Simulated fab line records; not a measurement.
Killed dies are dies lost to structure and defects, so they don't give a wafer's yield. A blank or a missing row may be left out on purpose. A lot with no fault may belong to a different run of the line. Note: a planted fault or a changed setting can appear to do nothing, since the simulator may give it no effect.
Which tool did it? ; flow gf180mcu ; 13 lots, 39 wafers sampled, at 3 steps of a route of 602

## WHAT EACH GAUGE READ, for each wafer
GF_M3_CD_MEAS_14: the cd target is 280 nm.
lot;measured;on;cd nm (nm)
L695;day 21 06:53;cd sem-01;278.3 278.4 279.2
L696;day 21 17:22;cd sem-02;282.3 282.2 282.9
L697;day 22 06:40;cd sem-02;280.4 279.2 279.5
L700;day 23 04:07;cd sem-01;278.9 279.0 279.2
L701;day 23 13:44;cd sem-01;279.9 281.5 280.3
L705;day 25 07:08;cd sem-01;280.4 280.1 279.5
L707;day 25 19:13;cd sem-01;280.9 280.0 280.5
L710;day 26 22:59;cd sem-01;279.3 279.5 279.4
L713;day 27 11:35;cd sem-01;277.4 278.4 277.7
L715;day 28 03:26;cd sem-01;277.8 278.5 278.5
L716;day 28 08:10;cd sem-02;278.7 278.3 278.5
L717;day 28 14:23;cd sem-01;280.8 280.3 281.1
L718;day 28 22:04;cd sem-01;280.2 280.3 280.3

GF_V3_THK_MEAS_03.
lot;measured;on;V3_CVD_02_THK (nm)
L695;day 21 07:55;film metro-01;852 852 855
L696;day 21 18:25;film metro-02;846 848 856
L697;day 22 07:44;film metro-01;836 828 842
L700;day 23 05:08;film metro-02;854 863 858
L701;day 23 14:46;film metro-04;846 839 841
L705;day 25 08:19;film metro-01;844 859 859
L707;day 25 20:19;film metro-04;834 851 857
L710;day 26 23:59;film metro-01;833 850 853
L713;day 27 12:41;film metro-04;851 850 851
L715;day 28 04:27;film metro-04;842 841 863
L716;day 28 09:11;film metro-02;845 850 861
L717;day 28 15:23;film metro-01;841 850 845
L718;day 28 23:07;film metro-02;823 835 853

GF_M4_CD_MEAS_14: the cd target is 280 nm.
lot;measured;on;cd nm (nm)
L695;day 23 07:59;cd sem-01;279.2 279.6 279.2
L696;day 23 18:19;cd sem-01;279.6 279.0 279.2
L697;day 24 07:10;cd sem-01;279.7 280.0 281.2
L700;day 25 03:22;cd sem-01;278.5 280.7 280.8
L701;day 25 12:19;cd sem-02;280.0 278.1 278.5
L705;day 27 04:05;cd sem-01;280.5 281.0 280.4
L707;day 27 14:37;cd sem-02;275.7 277.2 278.2
L710;day 28 17:47;cd sem-01;277.6 278.1 278.4
L713;day 29 06:02;cd sem-01;278.1 278.6 278.6
L715;day 29 20:41;cd sem-02;281.2 281.2 280.0
L716;day 30 01:16;cd sem-01;280.8 280.5 281.3
L717;day 30 06:42;cd sem-01;282.3 281.4 282.3
L718;day 30 13:46;cd sem-02;280.9 278.2 279.7

## EACH LOT AND THE TOOL THAT RAN IT (in order: tool; ch and the chambers of the sampled wafers; start)
The record shows no process step preceding these readings.

## WHAT THE TOOLS THEMSELVES READ (means of the sampled wafers that have a number; where no wafer has one, the mark that the record gives instead)
The record holds no such reading with a usual standard deviation.

## THE ANSWER, worked out from the rows above alone
Rule: usual is defined by the lots themselves. Put in order of their means at a reading, lots are off if they are a third of the lots or fewer, leave a main group of 4 or more, and stand apart from it by a gap of 3 or more times the standard deviation of the main group's means; of several such gaps the widest counts. Not used: any main group whose means are identical at the precision the tables above print for the reading. A lot without any number at a reading at which 4 lots or more have one is off too. Where the step has rows for the other lots, those lots are counted as sound. After the gauges, taken in route order, come the tools' own readings; for these a lot's mean is taken, as printed above. The first step at which some lot is off is used, and at that step the reading that is off furthest; a lot without a number counts as furthest.
Nothing can be told from this: no lot is off at any reading shown.

## WHAT HAD BEEN PUT IN BY THE SIMULATOR
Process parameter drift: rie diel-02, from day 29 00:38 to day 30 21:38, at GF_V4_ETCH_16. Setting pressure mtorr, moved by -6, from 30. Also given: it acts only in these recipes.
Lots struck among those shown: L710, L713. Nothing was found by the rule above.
